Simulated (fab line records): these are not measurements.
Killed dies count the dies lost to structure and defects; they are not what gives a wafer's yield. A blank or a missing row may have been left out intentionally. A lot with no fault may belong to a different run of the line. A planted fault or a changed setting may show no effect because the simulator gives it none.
The same fault as seen by 2 desks    flow sky130    numbers are kept per desk, each desk with only its own; the story behind them comes last

## THE METROLOGY DESK
What the gauges read, lot by lot, whatever tool the lot ran on: means of the sampled wafers that have a number. If a lot's mean is further than 4 standard deviations from the usual mean, the lot is out of limits and carries the mark OUT (the distance appears in the brackets).
Columns: A = cd nm at SKY_METAL1_CD_MEAS_15, usual 139.8 nm
lot   first seen here  A
L438  day 32 18:53     139.8
L439  day 32 21:22     142.8
L441  day 33 19:07     137.9
L442  day 34 05:06     138.2
L443  day 34 16:35     138.6
L453  day 38 08:23     141.3
L449  day 38 10:06     137.5
L455  day 39 01:59     143.5
L456  day 39 03:29     140.6
L457  day 39 08:40     137.5
L459  day 39 20:20     139.3
Finding of this desk: none of the 11 lots has anything out of limits.

## DESK OF THE TOOL OWNER: litho track-02
At SKY_METAL2_SOFTBAKE_11 (time 90 s), the tool's own readings, given per lot that ran on this tool as the mean of the sampled wafers with a number. If a lot's mean is further than 4 standard deviations from the usual mean, the lot is out of limits and carries the mark OUT (the distance appears in the brackets).
Columns: A = resist line temp C at SKY_METAL2_SOFTBAKE_11, usual 23.01 C; B = run length s at SKY_METAL2_SOFTBAKE_11, usual 119.14 s
lot   first seen here  A      B
L443  day 36 12:00     23.02  119.24
L453  day 40 00:00     22.97  124.93 (+41) OUT
L449  day 40 03:00     23.01  124.85 (+41) OUT
This desk's finding: out of limits on L449, L453; first on L453, day 40 00:00 (run length s at SKY_METAL2_SOFTBAKE_11). L443: within limits.

## ALL TOGETHER
On L449, L453, at day 40 00:00, an alarm was possible from the tool owner's desk.
Nothing out of limits was seen by the metrology desk.
The metrology desk has L449, L453 on record, within its limits.
SKY_METAL2_SOFTBAKE_11 was run on litho track-02 by each of the lots named.

## WHAT WAS PUT IN BY THE SIMULATOR
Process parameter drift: litho track-02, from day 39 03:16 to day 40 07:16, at SKY_METAL2_SOFTBAKE_11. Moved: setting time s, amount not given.
Shown lots that were struck: L449, L453.
How many hours passed from the start of the fault until each desk's first out-of-limits reading: the tool owner's desk, 21.
